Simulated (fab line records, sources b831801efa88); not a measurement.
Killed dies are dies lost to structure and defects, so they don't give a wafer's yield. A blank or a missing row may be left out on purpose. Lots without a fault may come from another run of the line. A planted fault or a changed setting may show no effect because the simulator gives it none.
Which tool did it? | flow sky130 | 12 lots, 36 wafers sampled, at 1 step of a route of 708

WHAT THE GAUGES READ, wafer by wafer
SKY_VT_ADJUST_LVTN_OVL_MEAS_18.
lot  | measured     | on         | VT_ADJUST_LVTN_01_OVL (nm)
L075 | day 8 01:14  | overlay-01 | 0.1 -0.4 0.5
L077 | day 8 16:05  | overlay-02 | 2.3 2.5 2.6
L079 | day 9 01:08  | overlay-02 | 1.7 0.1 -1.4
L081 | day 9 19:05  | overlay-01 | 1.0 -0.2 2.1
L083 | day 10 03:26 | overlay-02 | 1.8 1.8 0.6
L085 | day 10 20:56 | overlay-02 | 0.5 -0.6 3.3
L087 | day 11 08:08 | overlay-02 | 0.9 -0.6 1.8
L089 | day 12 04:05 | overlay-01 | 1.3 0.9 2.5
L091 | day 12 11:47 | overlay-02 | -1.4 0.9 1.6
L093 | day 13 02:14 | overlay-01 | -1.5 -1.3 -1.1
L095 | day 13 19:55 | overlay-02 | -0.2 2.0 0.6
L097 | day 14 12:11 | overlay-01 | 1.8 1.1 1.2

WHICH TOOL RAN EACH LOT (tool, then ch and the chambers of the sampled wafers, then the start)
The record holds no process step before these readings.

THE ANSWER, worked out from the rows above alone
Rule: what is usual is taken from the lots themselves. Put in order of their means at a reading, lots are off if they are a third of the lots or fewer, leave a main group of 4 or more, and stand apart from it by a gap of 3 or more times the standard deviation of the main group's means; of several such gaps the widest counts. A main group whose means are all the same, to the digits that the tables above print for the reading, isn't used. A lot without any number at a reading at which 4 lots or more have one is off too. The other lots that the step has rows for count as sound.
No lot is off at any reading shown: from this, nothing can be told.

WHAT THE SIMULATOR HAD PUT IN
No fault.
